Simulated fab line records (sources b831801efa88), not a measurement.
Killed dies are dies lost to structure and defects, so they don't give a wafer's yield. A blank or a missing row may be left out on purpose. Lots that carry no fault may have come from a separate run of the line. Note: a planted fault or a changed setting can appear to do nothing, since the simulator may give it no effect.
A lot that was struck, set against a sound lot	flow sfq_line	19 out of 325 route steps
Sound: wafers L617.1, L617.2, L617.5. Struck: wafers L627.1, L627.4 (left out: L627.2, a lot-mate that was not struck); the cause follows at the end.
Order at every step that has rows: each side's tool, ch and its chambers, its first start. Under that, the readings that differ: sound wafers	struck wafers	difference of the means	sigmas: that difference in standard deviations of wafers without a fault.
alike: readings whose means differ by less than 2 such deviations, and words and numbers that are the same on both sides. not compared: withheld readings, readings that some wafer has no value for, bounds like >300 that may hide the same value, and numbers for which the record gives no deviation and whose values overlap.
The two part at a step that has a row with sigmas, a row that says differs or no value, or rows on one side only. Numbers that have no deviation but don't overlap get no sigmas and don't part them. Lack of a reading on every wafer of one side parts them only where that side has two or more wafers.

SFQ_M7_OVL_MEAS_945:
  sound on overlay-01, day 75 02:04; struck on overlay-01, day 77 05:01
  alike: M7_OVL
then, 1 step without rows for these wafers: SFQ_TRILAYER_M7_BARC_OPEN_METAL_ETCH_229 (etches BARC in O2, target depth 125 nm, time 41.7 s).
SFQ_TRILAYER_M7_ETCH_METAL_ETCH_180: etches Nb in Cl2/Ar, stops on SiO2, target depth 240 nm, time 120 s.
  sound on rie_metal-02 ch 0,1, day 75 02:10; struck on rie_metal-01 ch 1, day 77 05:07
reading	sound	struck	difference	sigmas
drypump_motor_current_A (A)	5.8 5.0 5.8	6.6 6.6	+1.1	+2
  alike: oes_product_au
  not compared: rf_hours_counter_h
SFQ_TRILAYER_M7_STRIP_STRIP_181: strips in O2.
  sound on rie_metal-02 ch 1, day 75 02:17; struck on rie_metal-01 ch 1, day 77 05:14
reading	sound	struck	difference	sigmas
drypump_motor_current_A (A)	5.7 5.7 5.7	6.7 6.7	+1.0	+2
  alike: oes_product_au
  not compared: rf_hours_counter_h
then, 2 steps without rows for these wafers: SFQ_TRILAYER_M7_STRIP_SOLV_CLEAN_182 (cleans in NMP, time 600 s); SFQ_TRILAYER_I7_DEP_PECVD_183 (deposits SiO2 from SiH4/N2O, time 111.11 s, target thk 500 nm).
SFQ_TRILAYER_I7_CMP_CMP_184: polishes SiO2.
  sound on cmp-02 ch 0,2, day 75 04:16; struck on cmp-02 ch 1,2, day 77 08:45
  alike: head_pressure_psi, motor_current_A, time_to_endpoint_s
SFQ_I7_BOW_MEAS_946:
  sound on film_metro-02, day 75 06:46; struck on film_metro-02, day 77 11:15
  alike: I7_BOW
SFQ_TRILAYER_I7_METRO_MEASURE_185:
  sound on film_metro-02, day 75 06:53; struck on film_metro-02, day 77 11:22
  alike: thk_nm
then, 3 steps without rows for these wafers: SFQ_TRILAYER_I7_VIA_LITHO_COAT_192 (resist thk 62 nm); SFQ_TRILAYER_I7_VIA_LITHO_COAT_187 (resist thk 650 nm); SFQ_TRILAYER_I7_VIA_LITHO_SOFTBAKE_191.
-- the record jumps here: 3 days lie between the struck wafers' starts before and after --
SFQ_TRILAYER_I7_VIA_LITHO_EXPOSE_188: exposes mask I7, target cd 1000 nm.
  sound on krf_scanner-01 ch 0, day 75 11:22; struck on krf_scanner-01 ch 0, day 80 10:58
  alike: mask
then, 2 steps without rows for these wafers: SFQ_TRILAYER_I7_VIA_LITHO_PEB_190 (peb time 60 s); SFQ_TRILAYER_I7_VIA_LITHO_DEVELOP_189 (time 60 s).
SFQ_I7_OVL_MEAS_947:
  sound on overlay-01, day 75 12:52; struck on overlay-02, day 80 12:28
  alike: I7_OVL
SFQ_TRILAYER_I7_VIA_BARC_OPEN_VIA_ETCH_260: etches BARC in O2, target depth 125 nm, time 41.7 s.
  sound on rie_diel-01 ch 0,1, day 75 12:54; struck on rie_diel-02 ch 0,1, day 80 12:30
reading	sound	struck	difference	sigmas
model.I7.cd_nm (nm)	1001 1002 1003	1010 1007	+6	
  alike: drypump_motor_current_A, oes_product_au
  not compared: rf_hours_counter_h
SFQ_TRILAYER_I7_VIA_ETCH_VIA_ETCH_190: etches SiO2 in CHF3, stops on Nb, target depth 260 nm.
  sound on rie_diel-01 ch 0,1, day 75 12:56; struck on rie_diel-02 ch 0,1, day 80 12:32
reading	sound	struck	difference	sigmas
model.I7.cd_nm (nm)	999.6 998.4 1003	1008 1009	+8	
  alike: drypump_motor_current_A, oes_product_au
SFQ_TRILAYER_I7_VIA_STRIP_STRIP_191: strips in O2.
  sound on rie_metal-03 ch 0,1, day 75 13:03; struck on rie_metal-03 ch 0,1, day 80 12:39
  alike: drypump_motor_current_A, oes_product_au
  not compared: rf_hours_counter_h

WHERE THEY PART
Last at SFQ_TRILAYER_M7_STRIP_STRIP_181 as far as this record goes, first at SFQ_TRILAYER_M7_ETCH_METAL_ETCH_180. Later steps at which nothing parts them and some readings are alike: SFQ_TRILAYER_I7_CMP_CMP_184, SFQ_I7_BOW_MEAS_946, SFQ_TRILAYER_I7_METRO_MEASURE_185, SFQ_TRILAYER_I7_VIA_LITHO_EXPOSE_188, SFQ_I7_OVL_MEAS_947, SFQ_TRILAYER_I7_VIA_BARC_OPEN_VIA_ETCH_260, SFQ_TRILAYER_I7_VIA_ETCH_VIA_ETCH_190, SFQ_TRILAYER_I7_VIA_STRIP_STRIP_191.

WHY: the cause the simulator had injected
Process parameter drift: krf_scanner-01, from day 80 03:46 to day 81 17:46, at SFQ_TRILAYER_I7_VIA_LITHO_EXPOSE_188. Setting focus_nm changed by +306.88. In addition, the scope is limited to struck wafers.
